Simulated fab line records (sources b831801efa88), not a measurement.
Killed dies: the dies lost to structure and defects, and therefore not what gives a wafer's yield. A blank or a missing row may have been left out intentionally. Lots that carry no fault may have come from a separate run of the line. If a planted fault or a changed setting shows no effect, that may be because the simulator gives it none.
fab line records + flow gf180mcu
record
- lots=13
- wafers=39
- lastDay=34
route steps=602 shown V1@358 M3@413 V3@429
lots untouched by any fault: they come from a run of this same line in which no faults occurred
startH: hours from the record's opening day to when the first of the lot's shown wafers began + waitH: time in hours since the lot's previous step + " identical to the entry in the row above + L1.1+2: a row that stands for several wafers + - no value, or no start given + * or withheld: withheld + < > ~ a bound
route shown NAME@n: NAME is a module with steps in the file, n the number in the route of the first one + usual: the fault-free wafers' mean and standard deviation + same: alike in all rows + chamber/n: place in a boat + sites: readings site by site + _std_site: their standard deviation + _edge_site: outer sites' mean less inner sites' + radiusMm: for every site, how far away it sits from the centre of the wafer + mask NAME#n: copy n + behind: the tool/chamber that last shaped the wafer + hold: the reason the lot was held/the length of the hold in hours/how it ended + device: which transistor (n, p or np) failed to switch + end of line: the same wafers' tests at the end of the route + a step without rows: its recipe alone + killed: count of dies lost to structure and defects at first sort (not the wafer's yield) + map: the dies of a wafer, with x for killed, . for not killed, _ for no die there
set.NAME: setting as actually run; set.NAME@STEP: the setting as run at that earlier step + model.NAME: the simulator's own value behind a step, which no gauge read
route steps across a sampled set of lots; one table per step, one row per wafer
services: when a tool's chamber went out of use (startH, in hours from the record's first day, below 0 if earlier), for how many hours, and the reason
## steps
# step GF_V1_CVD_23
# recipe
- material=W
- targetThkNm=350
- timeS=105.05
- tempC=400
- pressureTorr=40
# usual
- heaterPowerW=873/94
| lot.wafer | tool    | chamber | startH | waitH | heaterPowerW |
|-----------|---------|---------|--------|-------|--------------|
| L998.2    | cvdW-01 | 1       | 411.77 | 0.0   | 710          |
| L998.4    | "       | 0       | "      | "     | 927          |
| L998.6    | "       | 0       | "      | "     | 948          |
| L999.2    | cvdW-01 | 0       | 424.50 | 0.0   | 949          |
| L999.5    | "       | 1       | "      | "     | 725          |
| L999.6    | "       | 0       | "      | "     | 929          |
| L100.2    | cvdW-01 | 0       | 434.94 | 0.0   | 930          |
| L100.3    | "       | 1       | "      | "     | 724          |
| L100.5    | "       | 0       | "      | "     | 929          |
| L102.2    | cvdW-01 | 1       | 460.15 | 0.0   | 738          |
| L102.3    | "       | 1       | "      | "     | 739          |
| L102.5    | "       | 1       | "      | "     | 738          |
| L103.1    | cvdW-01 | 1       | 466.20 | 0.0   | 748          |
| L103.5    | "       | 1       | "      | "     | 743          |
| L103.6    | "       | 0       | "      | "     | 950          |
| L105.1    | cvdW-01 | 0       | 482.82 | 0.0   | 932          |
| L105.4    | "       | 1       | "      | "     | 727          |
| L105.6    | "       | 0       | "      | "     | 936          |
| L106.2    | cvdW-02 | 1       | 496.66 | 0.0   | 958          |
| L106.4    | "       | 1       | "      | "     | 952          |
| L106.5    | "       | 1       | "      | "     | 975          |
| L107.1    | cvdW-02 | 0       | 502.28 | 0.0   | 862          |
| L107.3    | "       | 1       | "      | "     | 994          |
| L107.6    | "       | 1       | "      | "     | 960          |
| L108.1    | cvdW-02 | 0       | 510.66 | 0.0   | 876          |
| L108.2    | "       | 1       | "      | "     | 976          |
| L108.3    | "       | 0       | "      | "     | 874          |
| L109.1    | cvdW-02 | 1       | 519.57 | 0.0   | 975          |
| L109.5    | "       | 1       | "      | "     | 980          |
| L109.6    | "       | 0       | "      | "     | 866          |
| L112.1    | cvdW-01 | 0       | 542.47 | 0.0   | 903          |
| L112.2    | "       | 1       | "      | "     | 742          |
| L112.3    | "       | 1       | "      | "     | 738          |
| L119.3    | cvdW-02 | 1       | 596.72 | 0.1   | 982          |
| L119.5    | "       | 0       | "      | "     | 853          |
| L119.6    | "       | 1       | "      | "     | 998          |
| L120.1    | cvdW-01 | 0       | 603.63 | 0.0   | 942          |
| L120.3    | "       | 0       | "      | "     | 935          |
| L120.6    | "       | 1       | "      | "     | 730          |
# step GF_V1_THK_MEAS_25
# recipe
- thkMeasGauge=xrf
- reads=W_of_V1_CVD_23
# usual
- V1_W_THK=338/6.2
| lot.wafer | tool         | chamber | startH | waitH | V1_W_THK[nm] |
|-----------|--------------|---------|--------|-------|--------------|
| L998.2    | filmMetro-03 | -       | 412.01 | 0.1   | 346          |
| L998.4    | "            | -       | "      | "     | 333          |
| L998.6    | "            | -       | "      | "     | 334          |
| L999.2    | filmMetro-01 | -       | 424.74 | 0.1   | 335          |
| L999.5    | "            | -       | "      | "     | 342          |
| L999.6    | "            | -       | "      | "     | 337          |
| L100.2    | filmMetro-03 | -       | 435.19 | 0.1   | 338          |
| L100.3    | "            | -       | "      | "     | 339          |
| L100.5    | "            | -       | "      | "     | 333          |
| L102.2    | filmMetro-01 | -       | 460.39 | 0.1   | 342          |
| L102.3    | "            | -       | "      | "     | 339          |
| L102.5    | "            | -       | "      | "     | 342          |
| L103.1    | filmMetro-01 | -       | 466.43 | 0.1   | 339          |
| L103.5    | "            | -       | "      | "     | 342          |
| L103.6    | "            | -       | "      | "     | 331          |
| L105.1    | filmMetro-01 | -       | 483.05 | 0.1   | 330          |
| L105.4    | "            | -       | "      | "     | 338          |
| L105.6    | "            | -       | "      | "     | 331          |
| L106.2    | filmMetro-02 | -       | 496.91 | 0.1   | 339          |
| L106.4    | "            | -       | "      | "     | 335          |
| L106.5    | "            | -       | "      | "     | 339          |
| L107.1    | filmMetro-03 | -       | 502.51 | 0.1   | 337          |
| L107.3    | "            | -       | "      | "     | 339          |
| L107.6    | "            | -       | "      | "     | 336          |
| L108.1    | filmMetro-03 | -       | 510.90 | 0.1   | 347          |
| L108.2    | "            | -       | "      | "     | 340          |
| L108.3    | "            | -       | "      | "     | 347          |
| L109.1    | filmMetro-03 | -       | 519.80 | 0.1   | 345          |
| L109.5    | "            | -       | "      | "     | 347          |
| L109.6    | "            | -       | "      | "     | 348          |
| L112.1    | filmMetro-03 | -       | 542.70 | 0.1   | 339          |
| L112.2    | "            | -       | "      | "     | 343          |
| L112.3    | "            | -       | "      | "     | 343          |
| L119.3    | filmMetro-02 | -       | 596.93 | 0.1   | 338          |
| L119.5    | "            | -       | "      | "     | 333          |
| L119.6    | "            | -       | "      | "     | 341          |
| L120.1    | filmMetro-01 | -       | 603.86 | 0.1   | 327          |
| L120.3    | "            | -       | "      | "     | 331          |
| L120.6    | "            | -       | "      | "     | 332          |
# step GF_M3_SPUTTER_04
# recipe
- material=TiN
- targetThkNm=50
- powerW=6500
- timeS=41.7
- chamberPressurePa=0.4
# usual
- throttleValvePct=30.4/1.1
| lot.wafer | tool          | chamber | startH | waitH | throttleValvePct |
|-----------|---------------|---------|--------|-------|------------------|
| L998.2    | pvdSputter-01 | -       | 464.69 | 0.0   | 30.2             |
| L998.4    | "             | -       | "      | "     | 30.2             |
| L998.6    | "             | -       | "      | "     | 30.8             |
| L999.2    | pvdSputter-03 | -       | 478.69 | 0.0   | 30.3             |
| L999.5    | "             | -       | "      | "     | 29.5             |
| L999.6    | "             | -       | "      | "     | 28.9             |
| L100.2    | pvdSputter-01 | -       | 488.66 | 0.0   | 30.8             |
| L100.3    | "             | -       | "      | "     | 30.3             |
| L100.5    | "             | -       | "      | "     | 30.2             |
| L102.2    | pvdSputter-01 | -       | 512.39 | 0.0   | 30.7             |
| L102.3    | "             | -       | "      | "     | 30.2             |
| L102.5    | "             | -       | "      | "     | 30.3             |
| L103.1    | pvdSputter-02 | -       | 518.74 | 0.0   | 29.1             |
| L103.5    | "             | -       | "      | "     | 30.8             |
| L103.6    | "             | -       | "      | "     | 33.0             |
| L105.1    | pvdSputter-02 | -       | 533.09 | 0.0   | 33.1             |
| L105.4    | "             | -       | "      | "     | 31.2             |
| L105.6    | "             | -       | "      | "     | 30.8             |
| L106.2    | pvdSputter-03 | -       | 547.91 | 0.0   | 28.8             |
| L106.4    | "             | -       | "      | "     | 29.2             |
| L106.5    | "             | -       | "      | "     | 28.7             |
| L107.1    | pvdSputter-02 | -       | 551.42 | 0.0   | 30.3             |
| L107.3    | "             | -       | "      | "     | 31.3             |
| L107.6    | "             | -       | "      | "     | 28.9             |
| L108.1    | pvdSputter-01 | -       | 560.23 | 0.0   | 30.1             |
| L108.2    | "             | -       | "      | "     | 30.1             |
| L108.3    | "             | -       | "      | "     | 30.8             |
| L109.1    | pvdSputter-02 | -       | 568.83 | 0.0   | 31.0             |
| L109.5    | "             | -       | "      | "     | 33.2             |
| L109.6    | "             | -       | "      | "     | 31.4             |
| L112.1    | pvdSputter-03 | -       | 590.81 | 0.0   | 30.7             |
| L112.2    | "             | -       | "      | "     | 28.8             |
| L112.3    | "             | -       | "      | "     | 29.2             |
| L119.3    | pvdSputter-03 | -       | 641.69 | 0.0   | 30.5             |
| L119.5    | "             | -       | "      | "     | 28.7             |
| L119.6    | "             | -       | "      | "     | 29.7             |
| L120.1    | pvdSputter-01 | -       | 648.65 | 0.0   | 30.5             |
| L120.3    | "             | -       | "      | "     | 30.7             |
| L120.6    | "             | -       | "      | "     | 30.3             |
# step GF_V3_CVD_00
# recipe
- material=SiO2
- targetThkNm=600
- sigmaOpenFrac=0.3
- tempC=400
- timeS=100
- sih4FlowSccm=60
- pressureMtorr=6
# usual
- sih4FlowSccm=60.00/0.17
| lot.wafer | tool      | chamber | startH | waitH | sih4FlowSccm |
|-----------|-----------|---------|--------|-------|--------------|
| L998.2    | hdpcvd-01 | 0       | 489.47 | 0.0   | 60.17        |
| L998.4    | "         | 0       | "      | "     | 60.04        |
| L998.6    | "         | 2       | "      | "     | 59.73        |
| L999.2    | hdpcvd-02 | 2       | 503.74 | 0.0   | 60.28        |
| L999.5    | "         | 1       | "      | "     | 59.77        |
| L999.6    | "         | 0       | "      | "     | 60.07        |
| L100.2    | hdpcvd-02 | 2       | 513.37 | 0.0   | 60.12        |
| L100.3    | "         | 0       | "      | "     | 60.11        |
| L100.5    | "         | 0       | "      | "     | 60.10        |
| L102.2    | hdpcvd-01 | 0       | 536.42 | 0.0   | 60.05        |
| L102.3    | "         | 2       | "      | "     | 60.15        |
| L102.5    | "         | 1       | "      | "     | 60.08        |
| L103.1    | hdpcvd-01 | 2       | 543.16 | 0.0   | 60.09        |
| L103.5    | "         | 2       | "      | "     | 59.91        |
| L103.6    | "         | 0       | "      | "     | 59.76        |
| L105.1    | hdpcvd-02 | 1       | 556.12 | 0.0   | 60.10        |
| L105.4    | "         | 2       | "      | "     | 60.07        |
| L105.6    | "         | 0       | "      | "     | 59.94        |
| L106.2    | hdpcvd-01 | 2       | 570.62 | 0.0   | 59.98        |
| L106.4    | "         | 1       | "      | "     | 59.75        |
| L106.5    | "         | 0       | "      | "     | 60.01        |
| L107.1    | hdpcvd-02 | 2       | 574.75 | 0.0   | 59.86        |
| L107.3    | "         | 0       | "      | "     | 60.10        |
| L107.6    | "         | 2       | "      | "     | 59.93        |
| L108.1    | hdpcvd-02 | 2       | 583.25 | 0.0   | 60.16        |
| L108.2    | "         | 0       | "      | "     | 60.13        |
| L108.3    | "         | 1       | "      | "     | 60.06        |
| L109.1    | hdpcvd-02 | 1       | 591.59 | 0.0   | 60.18        |
| L109.5    | "         | 1       | "      | "     | 60.17        |
| L109.6    | "         | 0       | "      | "     | 59.83        |
| L112.1    | hdpcvd-02 | 0       | 612.50 | 0.0   | 59.72        |
| L112.2    | "         | 1       | "      | "     | 60.00        |
| L112.3    | "         | 1       | "      | "     | 59.77        |
| L119.3    | hdpcvd-02 | 0       | 662.65 | 0.0   | 29.84        |
| L119.5    | "         | 1       | "      | "     | 60.00        |
| L119.6    | "         | 0       | "      | "     | 29.85        |
| L120.1    | hdpcvd-01 | 1       | 668.66 | 0.0   | 59.80        |
| L120.3    | "         | 0       | "      | "     | 59.99        |
| L120.6    | "         | 2       | "      | "     | 59.96        |
# step GF_V3_THK_MEAS_01
# recipe
- reads=SiO2_of_V3_CVD_00
# usual
- V3_CVD_00_THK=603/6.4
| lot.wafer | tool         | chamber | startH | waitH | V3_CVD_00_THK[nm] |
|-----------|--------------|---------|--------|-------|-------------------|
| L998.2    | filmMetro-01 | -       | 489.56 | 0.0   | 604               |
| L998.4    | "            | -       | "      | "     | 606               |
| L998.6    | "            | -       | "      | "     | 610               |
| L999.2    | filmMetro-03 | -       | 503.83 | 0.0   | 602               |
| L999.5    | "            | -       | "      | "     | 599               |
| L999.6    | "            | -       | "      | "     | 599               |
| L100.2    | filmMetro-01 | -       | 513.46 | 0.0   | 603               |
| L100.3    | "            | -       | "      | "     | 599               |
| L100.5    | "            | -       | "      | "     | 596               |
| L102.2    | filmMetro-03 | -       | 536.50 | 0.0   | 600               |
| L102.3    | "            | -       | "      | "     | 609               |
| L102.5    | "            | -       | "      | "     | 603               |
| L103.1    | filmMetro-01 | -       | 543.23 | 0.0   | 601               |
| L103.5    | "            | -       | "      | "     | 606               |
| L103.6    | "            | -       | "      | "     | 604               |
| L105.1    | filmMetro-03 | -       | 556.19 | 0.0   | 607               |
| L105.4    | "            | -       | "      | "     | 609               |
| L105.6    | "            | -       | "      | "     | 616               |
| L106.2    | filmMetro-01 | -       | 570.70 | 0.0   | 592               |
| L106.4    | "            | -       | "      | "     | 598               |
| L106.5    | "            | -       | "      | "     | 592               |
| L107.1    | filmMetro-03 | -       | 574.82 | 0.0   | 622               |
| L107.3    | "            | -       | "      | "     | 610               |
| L107.6    | "            | -       | "      | "     | 617               |
| L108.1    | filmMetro-02 | -       | 583.32 | 0.0   | 611               |
| L108.2    | "            | -       | "      | "     | 607               |
| L108.3    | "            | -       | "      | "     | 596               |
| L109.1    | filmMetro-03 | -       | 591.70 | 0.1   | 604               |
| L109.5    | "            | -       | "      | "     | 611               |
| L109.6    | "            | -       | "      | "     | 606               |
| L112.1    | filmMetro-03 | -       | 612.60 | 0.1   | 601               |
| L112.2    | "            | -       | "      | "     | 606               |
| L112.3    | "            | -       | "      | "     | 602               |
| L119.3    | filmMetro-02 | -       | 662.74 | 0.1   | 300               |
| L119.5    | "            | -       | "      | "     | 596               |
| L119.6    | "            | -       | "      | "     | 297               |
| L120.1    | filmMetro-03 | -       | 668.74 | 0.0   | 595               |
| L120.3    | "            | -       | "      | "     | 591               |
| L120.6    | "            | -       | "      | "     | 599               |
## services
| tool          | chamber | startH | hours | kind      |
|---------------|---------|--------|-------|-----------|
| cvdW-02       | -       | 390.00 | 14.0  | pm        |
| cvdW-02       | 0       | 390.00 | 14.0  | ventCycle |
| pvdSputter-01 | -       | 425.80 | 1.9   | repair    |
| cvdW-02       | 1       | 432.19 | 6.7   | repair    |
| hdpcvd-01     | -       | 482.65 | 1.8   | repair    |
| cvdW-01       | -       | 496.35 | 14.6  | pm        |
| pvdSputter-02 | -       | 508.40 | 1.1   | repair    |
| hdpcvd-02     | -       | 529.68 | 1.8   | repair    |
| hdpcvd-02     | -       | 539.25 | 15.0  | pm        |
| hdpcvd-02     | 0       | 539.25 | 15.0  | ventCycle |
| hdpcvd-02     | 1       | 539.25 | 15.0  | ventCycle |
| hdpcvd-02     | 2       | 539.25 | 15.0  | ventCycle |
| hdpcvd-02     | 0       | 554.25 | -     | clean     |
| hdpcvd-02     | 1       | 554.25 | -     | clean     |
| hdpcvd-02     | 2       | 554.25 | -     | clean     |
| cvdW-01       | -       | 563.08 | 1.2   | repair    |
| hdpcvd-01     | -       | 578.05 | 55.7  | repair    |
| cvdW-01       | -       | 585.80 | 6.9   | pm        |
| pvdSputter-02 | -       | 586.35 | 5.3   | repair    |
| hdpcvd-02     | 2       | 590.88 | 27.6  | repair    |
| cvdW-02       | -       | 609.25 | 0.5   | repair    |
| pvdSputter-01 | -       | 609.38 | 2.2   | repair    |
| cvdW-01       | 0       | 618.71 | 6.0   | repair    |
| hdpcvd-02     | -       | 667.17 | 2.0   | repair    |
## key
firstSign
- step=GF_V3_CVD_00
- reading=sih4FlowSccm
- direction=down
- sigmas=99+
- usual=60.00
- struck=29.85
effect
- step=GF_V3_THK_MEAS_01
- reading=V3_CVD_00_THK
- direction=down
- sigmas=48
- usual=603
- struck=298
metAt GF_V3_CVD_00
struckLots L119
struckWafers L119.3,L119.6
notActingAt GF_V1_CVD_23,GF_V1_THK_MEAS_25,GF_M3_SPUTTER_04
onsetBetween 612.50 662.65
fault
- kind=processParameterDrift
- tool=hdpcvd-02
- chamber=0
- onsetH=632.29
- steps=GF_V3_CVD_00
- channel=sih4FlowSccm
- offset=-30
- shape=step
- endH=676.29
- actsIn=theseRecipesOnly
- stated=60
